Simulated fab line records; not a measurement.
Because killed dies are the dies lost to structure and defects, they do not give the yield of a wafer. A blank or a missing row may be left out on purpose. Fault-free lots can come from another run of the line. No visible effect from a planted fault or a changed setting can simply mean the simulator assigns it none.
8D (eight disciplines) problem report, filled in by code || flow gf180mcu || the parts of the form that need people (team, actions taken, sign-off) are left out

== 1. WHAT IS WRONG ==
spin-speed-rpm at GF_HV_LDD_COAT_02 reads a mean of 2941.9 rpm on 9 wafers of 3 lots; wafers without a fault read 3000.6 rpm with a standard deviation of 2. That puts it -29 standard deviations away from the usual mean.
The step: resist thk 1000 nm.
Earliest sighting: wafer L614.1 on litho-track-03 at day 15 05:24. The record holds 42 wafers of 14 lots with a number at this step. By rule, "out" or "out of limits" means more than 4 standard deviations away from the usual mean. Any other wafer with a number is counted as sound.

== 2. WHAT IT IS; WHAT IT IS NOT ==
{"question": "which readings at this step", "is": "spin-speed-rpm", "is not": "-"}
{"question": "which lots", "is": "L614, L615, L616", "is not": "L596, L598, L599, L600, L601, L602, L603, L605, L606, L608, L610"}
{"question": "which wafers of those lots", "is": "all that have a number", "is not": "-"}
{"question": "read on which tools", "is": "litho-track-03", "is not": "litho-track-01, litho-track-04"}
{"question": "when", "is": "from day 15 05:24", "is not": "up to then (33 sound wafers)"}

== 3. THE SUSPECTS, EACH WITH WHAT RULES IT OUT ==
Counting: any tool at a process step up to the reading is kept as a suspect provided that every lot that is out went through it and no sound lot did after the first of them.
- litho-track-03 at GF_HV_LDD_COAT_02 (resist thk 1000 nm): kept. All lots that are out passed through it, beginning with L614 at day 15 05:24, and no sound lot followed; its final sound lot before that point was L610 at day 13 16:04. On those wafers its own readings are out: spin-speed-rpm.
After counting, what remains is litho-track-03 at GF_HV_LDD_COAT_02.

== 4. THE CAUSE (what the simulator had put in) ==
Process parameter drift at GF_HV_LDD_COAT_02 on litho-track-03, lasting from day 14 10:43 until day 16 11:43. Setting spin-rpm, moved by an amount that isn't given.
This tool alone remained once counting was done.

== 5. SEQUENCE OF EFFECTS, ordered by route ==
One row per reading whose mean, taken over the struck wafers that have a number, lies over 3 standard deviations from the usual. Only readings for which the record gives a usual standard deviation are gone through. hours: the time from each lot's start at the first step in this table that gives one to its start at this step, as a median over the lots. sigmas: the change in usual standard deviations.
{"hours": 0, "step": "GF_HV_LDD_COAT_02", "reading": "spin-speed-rpm", "usual": "3000.6 rpm", "on struck wafers": 2941.9, "change": -58.7, "sigmas": -29}
The process steps in it:
- GF_HV_LDD_COAT_02: resist thk 1000 nm.

== 6. HOW IT WOULD HAVE BEEN CAUGHT EARLIER ==
19 hours passed between the start of the fault at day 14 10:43 and the first reading out of limits in this record, taken at day 15 05:24.
